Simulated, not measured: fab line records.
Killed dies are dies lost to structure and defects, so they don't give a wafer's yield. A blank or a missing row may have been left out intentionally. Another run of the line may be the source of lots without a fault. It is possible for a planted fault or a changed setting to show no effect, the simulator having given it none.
Which tool did it? + flow sky130 + Sampling: 24 lots, 72 wafers, 6 of 708 route steps

WHAT EACH GAUGE READ, for each wafer
SKY_CAPM_THK_MEAS_01.
| lot  | measured     | on           | CAPM_CVD_00_THK (nm) |
|------|--------------|--------------|----------------------|
| L074 | day 36 15:23 | filmMetro-01 | 15.14 15.02 15.46    |
| L075 | day 36 20:15 | filmMetro-03 | 15.12 15.33 15.39    |
| L076 | day 37 04:40 | filmMetro-01 | 15.51 15.48 15.45    |
| L078 | day 37 13:32 | filmMetro-01 | 15.45 15.81 15.63    |
| L077 | day 37 18:22 | filmMetro-03 | 15.39 15.74 15.49    |
| L079 | day 38 10:07 | filmMetro-03 | 15.46 15.67 15.54    |
| L080 | day 38 10:46 | filmMetro-04 | 14.96 15.02 15.27    |
| L081 | day 38 22:32 | filmMetro-03 | 15.27 15.50 15.75    |
| L082 | day 38 23:08 | filmMetro-03 | 15.46 15.37 15.56    |
| L083 | day 39 05:24 | filmMetro-01 | 15.23 15.23 15.61    |
| L084 | day 39 22:53 | filmMetro-01 | 15.25 15.32 15.45    |
| L085 | day 40 00:26 | filmMetro-04 | 15.63 15.44 15.86    |
| L086 | day 40 08:58 | filmMetro-04 | 15.24 15.53 15.47    |
| L087 | day 40 12:53 | filmMetro-03 | 15.47 14.94 15.01    |
| L088 | day 40 23:46 | filmMetro-01 | 15.13 15.54 15.62    |
| L089 | day 41 08:31 | filmMetro-03 | 15.21 15.73 15.74    |
| L091 | day 41 17:55 | filmMetro-03 | 14.91 15.20 15.17    |
| L090 | day 41 18:08 | filmMetro-03 | 15.43 15.61 15.57    |
| L092 | day 42 05:52 | filmMetro-04 | 15.36 15.34 15.58    |
| L093 | day 42 14:14 | filmMetro-01 | 14.82 15.35 15.78    |
| L094 | day 42 22:47 | filmMetro-03 | 15.42 15.51 15.26    |
| L097 | day 43 11:09 | filmMetro-01 | 15.47 15.71 15.60    |
| L095 | day 43 11:46 | filmMetro-03 | 15.31 15.38 15.54    |
| L096 | day 43 14:05 | filmMetro-04 | 15.16 14.80 15.14    |

SKY_METAL5_THK_MEAS_06: measures by xrf.
| lot  | measured     | on           | METAL5_ALCU_THK (nm) |
|------|--------------|--------------|----------------------|
| L074 | day 43 02:25 | filmMetro-04 | 1167 1163 1180       |
| L075 | day 43 12:27 | filmMetro-03 | 1147 1145 1173       |
| L076 | day 43 14:51 | filmMetro-04 | 1164 1136 1193       |
| L078 | day 43 21:23 | filmMetro-04 | 1146 1157 1153       |
| L077 | day 44 03:26 | filmMetro-03 | 1167 1183 1182       |
| L079 | day 44 17:05 | filmMetro-04 | 1177 1174 1171       |
| L080 | day 44 18:13 | filmMetro-03 | 1167 1173 1158       |
| L081 | day 45 03:14 | filmMetro-01 | 1123 1147 1153       |
| L082 | day 45 05:32 | filmMetro-03 | 1161 1162 1157       |
| L083 | day 45 08:33 | filmMetro-04 | 1141 1135 1158       |
| L084 | day 45 22:05 | filmMetro-03 | 1158 1141 1148       |
| L085 | day 46 00:01 | filmMetro-01 | 1161 1148 1180       |
| L086 | day 46 11:07 | filmMetro-01 | 1170 1134 1159       |
| L087 | day 46 14:07 | filmMetro-04 | 1146 1161 1140       |
| L088 | day 46 19:49 | filmMetro-01 | 1156 1140 1154       |
| L089 | day 47 06:16 | filmMetro-03 | 1150 1144 1134       |
| L091 | day 47 14:05 | filmMetro-03 | 1141 1137 1139       |
| L090 | day 47 15:08 | filmMetro-04 | 1139 1149 1156       |
| L092 | day 48 01:08 | filmMetro-03 | 1150 1154 1145       |
| L093 | day 48 06:49 | filmMetro-04 | 1156 1179 1146       |
| L094 | day 48 13:17 | filmMetro-04 | 1172 1179 1158       |
| L097 | day 48 23:12 | filmMetro-04 | 1176 1146 1146       |
| L095 | day 48 22:15 | filmMetro-01 | 1175 1179 1179       |
| L096 | day 49 02:40 | filmMetro-04 | 1166 1160 1152       |

WHAT TOOL EACH LOT RAN ON (gives the tool, then ch and the chambers of the sampled wafers, and finally the start)
| lot  | SKY_VIA2_CMP_24               | SKY_METAL3_STRIP_19                 | SKY_METAL4_SPUTTER_01       | SKY_METAL4_SPUTTER_03       |
|------|-------------------------------|-------------------------------------|-----------------------------|-----------------------------|
| L074 | cmp-02 ch 0,1, day 36 14:55   | plasmaAsher-02 ch 0,1, day 38 20:56 | pvdSputter-02, day 40 00:01 | pvdSputter-02, day 40 00:05 |
| L075 | cmp-02 ch 2,3, day 36 19:46   | plasmaAsher-03 ch 0,1, day 39 01:24 | pvdSputter-01, day 40 06:01 | pvdSputter-01, day 40 06:05 |
| L076 | cmp-01 ch 0,1,3, day 37 04:11 | plasmaAsher-03 ch 0,1, day 39 09:34 | pvdSputter-01, day 40 12:25 | pvdSputter-01, day 40 12:29 |
| L078 | cmp-02 ch 0,1,3, day 37 13:08 | plasmaAsher-03 ch 0, day 39 18:23   | pvdSputter-02, day 40 21:41 | pvdSputter-02, day 40 21:46 |
| L077 | cmp-02 ch 0,1,3, day 37 17:59 | plasmaAsher-01 ch 0,1, day 39 22:45 | pvdSputter-04, day 41 01:36 | pvdSputter-04, day 41 01:40 |
| L079 | cmp-01 ch 0,1, day 38 09:39   | plasmaAsher-02 ch 0,1, day 40 12:47 | pvdSputter-02, day 41 15:57 | pvdSputter-02, day 41 16:01 |
| L080 | cmp-01 ch 0,1,3, day 38 10:23 | plasmaAsher-01 ch 0,1, day 40 13:47 | pvdSputter-02, day 41 16:51 | pvdSputter-02, day 41 16:55 |
| L081 | cmp-01 ch 0,2, day 38 22:04   | plasmaAsher-03 ch 0,1, day 41 00:50 | pvdSputter-02, day 42 03:32 | pvdSputter-02, day 42 03:37 |
| L082 | cmp-01 ch 0,1,2, day 38 22:44 | plasmaAsher-01 ch 0,1, day 41 01:13 | pvdSputter-02, day 42 04:23 | pvdSputter-02, day 42 04:26 |
| L083 | cmp-01 ch 0,1,2, day 39 05:02 | plasmaAsher-02 ch 0,1, day 41 08:23 | pvdSputter-02, day 42 10:36 | pvdSputter-02, day 42 10:40 |
| L084 | cmp-01 ch 1,2,3, day 39 22:31 | plasmaAsher-02 ch 0,1, day 41 23:26 | pvdSputter-01, day 43 01:16 | pvdSputter-01, day 43 01:20 |
| L085 | cmp-01 ch 0,2, day 40 00:00   | plasmaAsher-03 ch 0,1, day 42 01:34 | pvdSputter-01, day 43 03:59 | pvdSputter-01, day 43 04:02 |
| L086 | cmp-02 ch 0,2,3, day 40 08:29 | plasmaAsher-03 ch 0,1, day 42 10:02 | pvdSputter-04, day 43 13:38 | pvdSputter-04, day 43 13:42 |
| L087 | cmp-01 ch 1,2,3, day 40 12:24 | plasmaAsher-01 ch 0,1, day 42 13:14 | pvdSputter-02, day 43 15:07 | pvdSputter-02, day 43 15:11 |
| L088 | cmp-01 ch 0,2,3, day 40 23:17 | plasmaAsher-01 ch 0,1, day 43 00:11 | pvdSputter-02, day 44 00:44 | pvdSputter-02, day 44 00:48 |
| L089 | cmp-02 ch 1,3, day 41 08:04   | plasmaAsher-02 ch 0,1, day 43 08:46 | pvdSputter-01, day 44 12:16 | pvdSputter-01, day 44 12:20 |
| L091 | cmp-01 ch 2,3, day 41 17:26   | plasmaAsher-01 ch 0,1, day 43 18:29 | pvdSputter-02, day 44 19:15 | pvdSputter-02, day 44 19:19 |
| L090 | cmp-02 ch 0,1,3, day 41 17:38 | plasmaAsher-02 ch 0,1, day 43 18:47 | pvdSputter-01, day 44 19:46 | pvdSputter-01, day 44 19:49 |
| L092 | cmp-01 ch 0,2, day 42 05:23   | plasmaAsher-01 ch 0,1, day 44 05:32 | pvdSputter-01, day 45 06:58 | pvdSputter-01, day 45 07:02 |
| L093 | cmp-01 ch 0,1,2, day 42 13:45 | plasmaAsher-03 ch 0,1, day 44 13:02 | pvdSputter-02, day 45 13:49 | pvdSputter-02, day 45 13:53 |
| L094 | cmp-01 ch 0,2,3, day 42 22:24 | plasmaAsher-02 ch 0,1, day 44 19:29 | pvdSputter-04, day 45 20:22 | pvdSputter-04, day 45 20:26 |
| L097 | cmp-02 ch 1,3, day 43 10:43   | plasmaAsher-03 ch 0,1, day 45 06:50 | pvdSputter-01, day 46 07:25 | pvdSputter-01, day 46 07:29 |
| L095 | cmp-02 ch 0,2,3, day 43 11:19 | plasmaAsher-03 ch 0,1, day 45 07:59 | pvdSputter-01, day 46 08:17 | pvdSputter-01, day 46 08:20 |
| L096 | cmp-01 ch 1,2,3, day 43 13:37 | plasmaAsher-01 ch 0,1, day 45 12:01 | pvdSputter-04, day 46 11:52 | pvdSputter-04, day 46 11:56 |
- SKY_VIA2_CMP_24: polishes, stops on SiO2, t overpolish 20 s, target thk 0 nm.
- SKY_METAL3_STRIP_19: strips in O2/N2.
- SKY_METAL4_SPUTTER_01: material TiN, target thk 20 nm, time 16.7 s.
- SKY_METAL4_SPUTTER_03: material Ti, target thk 5 nm, time 3.3 s.

WHAT THE TOOLS THEMSELVES READ (means of the sampled wafers that have a number; where no wafer has one, the mark that the record gives instead)
SKY_VIA2_CMP_24.
| lot  | tool   | motorCurrentA (A) | overpolishRunS (s) | timeToEndpointS (s) |
|------|--------|-------------------|--------------------|---------------------|
| L074 | cmp-02 | 10.8              | 19.993             | 99                  |
| L075 | cmp-02 | 10.8              | 19.997             | 99                  |
| L076 | cmp-01 | 10.8              | 20.002             | 103                 |
| L078 | cmp-02 | 10.8              | 20.001             | 103                 |
| L077 | cmp-02 | 10.5              | 20.005             | 102                 |
| L079 | cmp-01 | 10.5              | 19.999             | 106                 |
| L080 | cmp-01 | 10.8              | 19.996             | 104                 |
| L081 | cmp-01 | 11.4              | 20.002             | 105                 |
| L082 | cmp-01 | 10.8              | 19.996             | 104                 |
| L083 | cmp-01 | 11.0              | 20.000             | 105                 |
| L084 | cmp-01 | 10.8              | 19.996             | 98                  |
| L085 | cmp-01 | 11.9              | 19.985             | 103                 |
| L086 | cmp-02 | 10.9              | 20.004             | 98                  |
| L087 | cmp-01 | 10.8              | 19.993             | 100                 |
| L088 | cmp-01 | 11.4              | 19.993             | 101                 |
| L089 | cmp-02 | 11.0              | 19.998             | 99                  |
| L091 | cmp-01 | 11.1              | 20.004             | 102                 |
| L090 | cmp-02 | 10.3              | 19.996             | 99                  |
| L092 | cmp-01 | 11.9              | 19.987             | 102                 |
| L093 | cmp-01 | 10.8              | 19.997             | 103                 |
| L094 | cmp-01 | 11.3              | 19.995             | 102                 |
| L097 | cmp-02 | 11.0              | 20.002             | 101                 |
| L095 | cmp-02 | 11.0              | 19.994             | 104                 |
| L096 | cmp-01 | 10.7              | 20.008             | 102                 |

SKY_METAL3_STRIP_19.
| lot  | tool           | drypumpMotorCurrentA (A) | oesProductAu (a.u.) | stripTimeToEndpointS (s) |
|------|----------------|--------------------------|---------------------|--------------------------|
| L074 | plasmaAsher-02 | 5.8                      | 0.500               | 6.52                     |
| L075 | plasmaAsher-03 | 5.3                      | 0.502               | 6.45                     |
| L076 | plasmaAsher-03 | 5.3                      | 0.505               | 6.67                     |
| L078 | plasmaAsher-03 | 5.3                      | 0.502               | 6.58                     |
| L077 | plasmaAsher-01 | 6.0                      | 0.505               | 6.62                     |
| L079 | plasmaAsher-02 | 5.3                      | 0.508               | 6.60                     |
| L080 | plasmaAsher-01 | 6.0                      | 0.506               | 6.59                     |
| L081 | plasmaAsher-03 | 5.2                      | 0.506               | 6.60                     |
| L082 | plasmaAsher-01 | 6.0                      | 0.499               | 6.43                     |
| L083 | plasmaAsher-02 | 5.7                      | 0.507               | 6.63                     |
| L084 | plasmaAsher-02 | 5.3                      | 0.494               | 6.41                     |
| L085 | plasmaAsher-03 | 5.3                      | 0.502               | 6.46                     |
| L086 | plasmaAsher-03 | 5.3                      | 0.507               | 6.58                     |
| L087 | plasmaAsher-01 | 5.8                      | 0.498               | 6.48                     |
| L088 | plasmaAsher-01 | 5.8                      | 0.500               | 6.47                     |
| L089 | plasmaAsher-02 | 5.7                      | 0.506               | 6.68                     |
| L091 | plasmaAsher-01 | 6.0                      | 0.497               | 6.44                     |
| L090 | plasmaAsher-02 | 5.8                      | 0.506               | 6.55                     |
| L092 | plasmaAsher-01 | 6.0                      | 0.503               | 6.53                     |
| L093 | plasmaAsher-03 | 5.2                      | 0.502               | 6.54                     |
| L094 | plasmaAsher-02 | 5.3                      | 0.501               | 6.54                     |
| L097 | plasmaAsher-03 | 5.3                      | 0.507               | 6.53                     |
| L095 | plasmaAsher-03 | 5.3                      | 0.505               | 6.47                     |
| L096 | plasmaAsher-01 | 5.8                      | 0.505               | 6.60                     |

SKY_METAL4_SPUTTER_01.
| lot  | tool          | throttleValvePct (%) |
|------|---------------|----------------------|
| L074 | pvdSputter-02 | 30.4                 |
| L075 | pvdSputter-01 | 30.4                 |
| L076 | pvdSputter-01 | 30.4                 |
| L078 | pvdSputter-02 | 30.5                 |
| L077 | pvdSputter-04 | 28.9                 |
| L079 | pvdSputter-02 | 29.5                 |
| L080 | pvdSputter-02 | 29.9                 |
| L081 | pvdSputter-02 | 30.1                 |
| L082 | pvdSputter-02 | 29.6                 |
| L083 | pvdSputter-02 | 29.0                 |
| L084 | pvdSputter-01 | 30.3                 |
| L085 | pvdSputter-01 | 30.8                 |
| L086 | pvdSputter-04 | 29.1                 |
| L087 | pvdSputter-02 | 30.0                 |
| L088 | pvdSputter-02 | 30.7                 |
| L089 | pvdSputter-01 | 30.9                 |
| L091 | pvdSputter-02 | 28.4                 |
| L090 | pvdSputter-01 | 30.8                 |
| L092 | pvdSputter-01 | 29.3                 |
| L093 | pvdSputter-02 | 28.8                 |
| L094 | pvdSputter-04 | 30.2                 |
| L097 | pvdSputter-01 | 30.9                 |
| L095 | pvdSputter-01 | 29.6                 |
| L096 | pvdSputter-04 | 30.1                 |

SKY_METAL4_SPUTTER_03.
| lot  | tool          | throttleValvePct (%) |
|------|---------------|----------------------|
| L074 | pvdSputter-02 | 30.6                 |
| L075 | pvdSputter-01 | 30.2                 |
| L076 | pvdSputter-01 | 30.2                 |
| L078 | pvdSputter-02 | 30.6                 |
| L077 | pvdSputter-04 | 28.8                 |
| L079 | pvdSputter-02 | 29.4                 |
| L080 | pvdSputter-02 | 30.1                 |
| L081 | pvdSputter-02 | 30.1                 |
| L082 | pvdSputter-02 | 29.4                 |
| L083 | pvdSputter-02 | 29.1                 |
| L084 | pvdSputter-01 | 30.2                 |
| L085 | pvdSputter-01 | 30.7                 |
| L086 | pvdSputter-04 | 29.0                 |
| L087 | pvdSputter-02 | 30.1                 |
| L088 | pvdSputter-02 | 30.6                 |
| L089 | pvdSputter-01 | 30.9                 |
| L091 | pvdSputter-02 | 28.1                 |
| L090 | pvdSputter-01 | 30.8                 |
| L092 | pvdSputter-01 | 29.4                 |
| L093 | pvdSputter-02 | 28.6                 |
| L094 | pvdSputter-04 | 30.6                 |
| L097 | pvdSputter-01 | 30.8                 |
| L095 | pvdSputter-01 | 29.7                 |
| L096 | pvdSputter-04 | 29.9                 |

THE ANSWER, worked out from the rows above alone
Rule: the lots themselves supply what counts as usual. Put in order of their means at a reading, lots are off if they are a third of the lots or fewer, leave a main group of 4 or more, and stand apart from it by a gap of 3 or more times the standard deviation of the main group's means; of several such gaps the widest counts. Not used: any main group whose means are identical at the precision the tables above print for the reading. A lot without any number at a reading at which 4 lots or more have one is off too. All remaining lots with rows at the step are treated as sound. After the gauges, taken in route order, come the tools' own readings; for these a lot's mean is taken, as printed above. At the first step where some lot is off, the reading lying furthest off is the one used; lots without a number count as furthest.
None of the lots is off at any reading shown; this tells nothing.

WHAT THE SIMULATOR HAD INSERTED
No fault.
